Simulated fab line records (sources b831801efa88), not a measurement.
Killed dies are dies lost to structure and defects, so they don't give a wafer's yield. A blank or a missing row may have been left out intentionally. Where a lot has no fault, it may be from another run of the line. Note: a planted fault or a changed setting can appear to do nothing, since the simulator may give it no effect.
8D (eight disciplines) problem report, filled in by code	flow sky130	the parts of the form that need people (team, actions taken, sign-off) are left out

== 1. PROBLEM STATEMENT ==
At SKY_METAL1_SPUTTER_01, chamber-pressure-pa averages 0.4191 Pa over 6 wafers from 2 lots, while fault-free wafers read 0.3999 Pa, standard deviation 0.00075. That puts it +26 standard deviations away from the usual mean.
The step: material TiN, target thk 20 nm, time 16.7 s.
Seen first at day 34 20:59 on pvd-sputter-04, wafer L448.4. The record has a number at this step for 36 wafers belonging to 12 lots. By rule, "out" or "out of limits" means more than 4 standard deviations away from the usual mean. The other wafers with a number count as sound.

== 2. WHAT IT IS; WHAT IT IS NOT ==
question	is	is not
which readings at this step	chamber-pressure-pa	throttle-valve-pct
which lots	L448, L450	L442, L444, L445, L446, L458, L459, L460, L461, L462, L463
which wafers of those lots	all that have a number	-
read on which tools	pvd-sputter-04	pvd-sputter-01, pvd-sputter-02
when	from day 34 20:59	up to then (12 sound wafers); but 18 sound wafers of L458, L459, L460, L461, L462, L463 came after

== 3. WHAT RULES OUT EACH SUSPECT ==
Counting: a tool at a process step up to the reading stays a suspect if it ran every lot that is out and no sound lot after the first of them.
- rie-diel-03 at SKY_CONTACT_ETCH_17 (etches SiO2 in C4F8/O2/Ar, stops on Si3N4, target depth 340 nm): kept. It processed each lot that is out, first L448 at day 34 19:38, and no sound lot thereafter; up to then, the last sound lot it processed was L442 at day 32 20:56.
- pvd-sputter-04 at SKY_METAL1_SPUTTER_01 (material TiN, target thk 20 nm, time 16.7 s): ruled out as a lasting fault. Sound lots L460, L463 ran on it after its first lot that is out, L448 (day 34 20:59).
After counting, what remains is rie-diel-03 at SKY_CONTACT_ETCH_17.

== 4. THE CAUSE (what the simulator had put in) ==
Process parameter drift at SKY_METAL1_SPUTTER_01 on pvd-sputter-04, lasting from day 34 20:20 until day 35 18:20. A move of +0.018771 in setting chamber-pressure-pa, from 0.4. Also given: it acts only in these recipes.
Counting ruled it out, wrongly.

== 5. THE EFFECT CHAIN, in route order ==
Each row: a reading whose mean over the struck wafers that have a number lies more than 3 standard deviations from the usual. Readings are gone through only where the record gives a usual standard deviation; hours: the median, over the lots, of the time from a lot's start at the first step in this table giving one to that lot's start at this step; sigmas: the change measured in usual standard deviations.
hours	step	reading	usual	on struck wafers	change	sigmas
0	SKY_METAL1_SPUTTER_01	chamber-pressure-pa	0.3999 Pa	0.4191	+0.0192	+26
Its process steps:
- SKY_METAL1_SPUTTER_01: material TiN, target thk 20 nm, time 16.7 s.

== 6. WHAT WOULD HAVE CAUGHT IT SOONER ==
In this record the first reading out of limits was taken at day 34 20:59, 1 hour after the fault began at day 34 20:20.
